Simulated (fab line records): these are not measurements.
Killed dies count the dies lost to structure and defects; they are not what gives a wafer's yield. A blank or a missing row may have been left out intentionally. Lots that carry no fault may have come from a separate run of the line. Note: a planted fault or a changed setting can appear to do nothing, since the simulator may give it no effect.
The tool behind it: which one? | flow gf180mcu | 33 wafers from 11 lots sampled at 2 of the route's 602 steps

== WHAT EACH GAUGE READ, for each wafer ==
GF_STI_THK_MEAS_30. Usual: STI_OXIDATION_02_THK gives 10.12 nm (standard deviation 0.18).
lot  | measured    | on            | STI_OXIDATION_02_THK (nm) | flag
L112 | day 2 13:13 | film-metro-01 | 9.84 10.02 10.24          |
L113 | day 2 18:55 | film-metro-01 | 10.32 10.44 10.12         |
L114 | day 2 21:56 | film-metro-03 | 10.01 10.11 10.14         |
L115 | day 3 02:08 | film-metro-04 | 10.12 10.04 10.19         |
L116 | day 3 10:27 | film-metro-03 | 10.09 10.18 10.25         |
L117 | day 3 14:55 | film-metro-03 | 3.14 3.19 3.09            | OFF
L120 | day 4 05:55 | film-metro-01 | 3.27 3.13 3.25            | OFF
L122 | day 4 15:01 | film-metro-01 | 10.29 10.20 10.17         |
L125 | day 5 07:49 | film-metro-03 | 10.17 9.99 9.83           |
L133 | day 6 23:44 | film-metro-04 | 10.22 10.24 10.30         |
L134 | day 7 04:19 | film-metro-04 | 10.33 10.33 10.22         |

== TOOL THAT RAN EACH LOT (tool first, then ch and the chambers of the sampled wafers, then the start) ==
lot  | GF_STI_OXIDATION_29
L112 | furnace-01 ch 0, day 2 11:49
L113 | furnace-01 ch 0, day 2 17:31
L114 | furnace-02 ch 0, day 2 20:31
L115 | furnace-01 ch 0, day 3 00:45
L116 | furnace-02 ch 0, day 3 09:02
L117 | furnace-02 ch 0, day 3 13:31
L120 | furnace-02 ch 0, day 4 04:31
L122 | furnace-01 ch 0, day 4 13:37
L125 | furnace-01 ch 0, day 5 06:24
L133 | furnace-01 ch 0, day 6 22:21
L134 | furnace-02 ch 0, day 7 02:55
- GF_STI_OXIDATION_29: stabilise 600 s, purge 300 s, target thk 10 nm.

== WHAT THE TOOLS THEMSELVES READ (means of the sampled wafers that have a number; where no wafer has one, the mark that the record gives instead) ==
GF_STI_OXIDATION_29. Usual: spike-tc-bottom-C 915.9 C, standard deviation 2.3; spike-tc-centre-C 901.4 C, standard deviation 1.1; spike-tc-lower-C 898.9 C, standard deviation 1.4; spike-tc-top-C 914 C, standard deviation 4.3; spike-tc-upper-C 900.6 C, standard deviation 1.6; tube-center-temp-C 900 C, standard deviation 0.09; tube_center_temp_C_max 902.3, standard deviation 0.38; zone-power-centre-pct 20.2 %, standard deviation 0.44; zone-power-lower-pct 16.9 %, standard deviation 1.5; zone-power-top-pct 30.7 %, standard deviation 1.7; zone-power-upper-pct 19.0 %, standard deviation 0.45.
lot  | tool       | spike-tc-bottom-C (C) | spike-tc-centre-C (C) | spike-tc-lower-C (C) | spike-tc-top-C (C) | spike-tc-upper-C (C) | tube-center-temp-C (C) | tube_center_temp_C_max | zone-power-centre-pct (%) | zone-power-lower-pct (%) | zone-power-top-pct (%) | zone-power-upper-pct (%) | flag
L112 | furnace-01 | 914.0                 | 901.2                 | 898.9                | 909                | 899.7                | 900                    | 902.4                  | 19.8                      | 18.3                     | 28.8                   | 18.6                     |
L113 | furnace-01 | 913.8                 | 900.2                 | 896.9                | 910                | 899.9                | 900                    | 902.4                  | 19.7                      | 18.4                     | 29.0                   | 18.7                     |
L114 | furnace-02 | 918.2                 | 901.8                 | 899.9                | 918                | 901.6                | 900                    | 902.7                  | 20.7                      | 15.5                     | 32.3                   | 19.6                     |
L115 | furnace-01 | 914.2                 | 900.9                 | 897.7                | 909                | 899.1                | 900                    | 902.2                  | 19.7                      | 18.5                     | 29.1                   | 18.5                     |
L116 | furnace-02 | 916.8                 | 902.1                 | 900.3                | 918                | 901.9                | 900                    | 902.6                  | 20.5                      | 15.5                     | 32.4                   | 19.4                     |
L117 | furnace-02 | 822.9                 | 807.2                 | 804.6                | 824                | 805.8                | 804                    | 806.7                  | 16.4                      | 12.1                     | 27.1                   | 15.3                     | OFF
L120 | furnace-02 | 822.7                 | 806.7                 | 802.8                | 824                | 805.3                | 804                    | 806.5                  | 16.5                      | 12.2                     | 27.2                   | 15.3                     | OFF
L122 | furnace-01 | 914.1                 | 900.6                 | 897.2                | 910                | 900.5                | 900                    | 902.3                  | 19.9                      | 18.4                     | 28.8                   | 18.4                     |
L125 | furnace-01 | 914.6                 | 900.4                 | 898.5                | 909                | 899.2                | 900                    | 902.3                  | 20.0                      | 18.4                     | 29.0                   | 18.7                     |
L133 | furnace-01 | 913.3                 | 900.5                 | 897.2                | 911                | 898.8                | 900                    | 902.3                  | 19.9                      | 18.6                     | 28.8                   | 18.8                     |
L134 | furnace-02 | 917.3                 | 900.8                 | 899.7                | 918                | 902.1                | 900                    | 902.1                  | 20.4                      | 15.4                     | 32.5                   | 19.6                     |

== THE ANSWER, worked out from the rows above alone ==
Rule: a lot counts as off when the mean over its wafers that have a number is more than 3 standard deviations away from the usual mean. A lot without any number at a reading at which 4 lots or more have one is off too. Any other lot the step has rows for is counted as sound. The gauges are gone through in route order, then the tools' own readings, and for those a lot's mean is taken as printed above. At the first step where some lot is off, the reading lying furthest off is the one used; lots without a number count as furthest.
Off: at GF_STI_THK_MEAS_30 (STI_OXIDATION_02_THK), L117, L120.
A tool fits if, at a process step before that reading, it ran every lot that is off, and no sound lot after the first of them. The gauges at GF_STI_THK_MEAS_30 aren't tried: what is off there is off at GF_STI_OXIDATION_29 too, on other tools, and a gauge's error can't cause that. No candidate that was tried fits.

== WHAT THE SIMULATOR PUT IN ==
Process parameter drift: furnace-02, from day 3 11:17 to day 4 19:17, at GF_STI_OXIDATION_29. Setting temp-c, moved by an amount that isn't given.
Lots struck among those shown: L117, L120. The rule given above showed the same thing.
